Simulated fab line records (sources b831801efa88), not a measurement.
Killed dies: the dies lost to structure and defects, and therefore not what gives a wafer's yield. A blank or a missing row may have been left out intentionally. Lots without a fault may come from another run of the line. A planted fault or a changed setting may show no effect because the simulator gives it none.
Matching of chambers | flow gf180mcu | GF_CONTACT_CMP_04 on cmp-02: 4 sister chambers
The step polishes SiO2. 8 wafers are shown with their chamber, then 9 later ones without.

WAFERS WITH THEIR CHAMBER
wafer  | chamber | motorCurrentA (A) | timeToEndpointS (s)
L535.5 | 3       | 12.1              | 112
L541.3 | 2       | 10.6              | 106
L547.3 | 2       | 10.6              | 112
L547.5 | 1       | 12.9              | 119
L547.6 | 0       | 11.9              | 111
L548.1 | 0       | 11.7              | 103
L548.2 | 3       | 11.7              | 96
L548.6 | 1       | 11.8              | 106

WAFERS WITH NO CHAMBER GIVEN
wafer  | motorCurrentA (A) | timeToEndpointS (s)
L549.1 | 11.4              | 106
L549.2 | 11.9              | 100
L549.4 | 10.7              | 111
L552.1 | 12.3              | 96
L552.2 | 10.6              | 100
L552.6 | 11.5              | 104
L553.1 | 12.3              | 98
L553.2 | 10.3              | 100
L553.4 | 11.7              | 99

WHICH CHAMBER EACH ONE RAN IN
wafer  | from the rows above               | in truth
L549.1 | can't be placed: 0 or 3 or 2 or 1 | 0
L549.2 | can't be placed: 3 or 0 or 1      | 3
L549.4 | 2                                 | 2
L552.1 | can't be placed: 3 or 0 or 1      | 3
L552.2 | can't be placed: 2 or 0           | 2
L552.6 | can't be placed: 0 or 3 or 2 or 1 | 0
L553.1 | can't be placed: 3 or 0 or 1      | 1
L553.2 | 2                                 | 2
L553.4 | can't be placed: 3 or 0 or 1      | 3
Correctly placed: 2 of 9. From these rows, 7 cannot be placed; in 7 the true chamber is one of the candidates. Wrongly placed: 0.
How it was worked out, from the rows above alone: a wafer's distance from a chamber is the root of the sum, over the readings, of the square of ((its reading less the chamber's mean) divided by the reading's scatter). The wafer belongs to the nearest chamber; if the next one is less than 2 further off, it can't be placed. Each chamber's mean is taken over the wafers shown for it. How the scatter is found: for the shown wafers, subtract from each reading the mean of its chamber, square and add these, divide the total by (wafers less chambers), then take the root.
